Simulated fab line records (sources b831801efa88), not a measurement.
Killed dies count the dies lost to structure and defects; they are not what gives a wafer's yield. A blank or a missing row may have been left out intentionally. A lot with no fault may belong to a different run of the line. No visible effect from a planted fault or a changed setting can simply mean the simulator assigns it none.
Chamber matching | flow sky130 | cmp-02 running SKY_LI_CONTACT_CMP_24: 4 sister chambers
The step polishes, stops on PSG, t overpolish 20 s, target thk 0 nm. 16 wafers are shown with their chamber, then 8 later ones without.

EACH WAFER AND ITS CHAMBER
wafer  | chamber | motorCurrentA (A) | timeToEndpointS (s) | slurryFilterDpKPa (kPa)
L829.1 | 3       | 12.4              | 99                  | 13.68
L829.5 | 3       | 12.1              | 94                  | 13.55
L829.6 | 2       | 13.4              | 92                  | 13.46
L835.1 | 0       | 11.6              | 97                  | 13.45
L835.2 | 2       | 14.0              | 92                  | 13.58
L835.6 | 3       | 12.0              | 95                  | 13.66
L840.2 | 1       | 12.3              | 95                  | 13.39
L840.4 | 3       | 12.7              | 94                  | 13.59
L840.5 | 1       | 12.2              | 96                  | 13.78
L839.2 | 3       | 11.4              | 99                  | 13.49
L839.4 | 2       | 14.2              | 96                  | 13.45
L839.5 | 0       | 11.4              | 96                  | 13.54
L844.3 | 3       | 12.0              | 97                  | 13.42
L844.4 | 1       | 12.7              | 97                  | 13.74
L844.6 | 1       | 12.2              | 95                  | 13.62
L845.3 | 0       | 11.6              | 94                  | 13.51

SIGNATURES (means of the wafers above)
reading           | chamber 0 | chamber 1 | chamber 2 | chamber 3 | scatter within a chamber
motorCurrentA     | 11.533    | 12.350    | 13.867    | 12.100    | 0.354
timeToEndpointS   | 95.67     | 95.75     | 93.33     | 96.33     | 1.95
slurryFilterDpKPa | 13.5000   | 13.6325   | 13.4967   | 13.5650   | 0.114
Rule: distance of a wafer from a chamber = root of the sum over the readings of ((wafer's reading minus chamber's mean) / reading's scatter) squared. The wafer belongs to the nearest chamber; if the next one is less than 2 further off, it can't be placed. How the scatter is found: for the shown wafers, subtract from each reading the mean of its chamber, square and add these, divide the total by (wafers less chambers), then take the root.

WAFERS MISSING THEIR CHAMBER
wafer  | motorCurrentA (A) | timeToEndpointS (s) | slurryFilterDpKPa (kPa)
L845.5 | 14.0              | 96                  | 13.22
L845.6 | 12.9              | 101                 | 13.47
L847.1 | 12.8              | 93                  | 13.67
L847.2 | 12.1              | 99                  | 13.29
L847.4 | 12.2              | 93                  | 13.68
L851.3 | 12.1              | 99                  | 13.49
L851.4 | 13.9              | 99                  | 13.13
L851.5 | 13.7              | 98                  | 13.38

CHAMBER TAKEN BY EACH
wafer  | from the rows above               | in truth
L845.5 | 2                                 | 2
L845.6 | can't be placed: 3 or 1 or 0 or 2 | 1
L847.1 | can't be placed: 1 or 3 or 2      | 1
L847.2 | can't be placed: 3 or 0 or 1      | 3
L847.4 | can't be placed: 1 or 3 or 0      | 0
L851.3 | can't be placed: 3 or 1 or 0      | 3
L851.4 | 2                                 | 2
L851.5 | can't be placed: 2 or 1           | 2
Placed correctly: 2 of 8. Not placeable from these rows: 6 (in 6, the candidates include the true chamber). Number placed wrongly: 0.
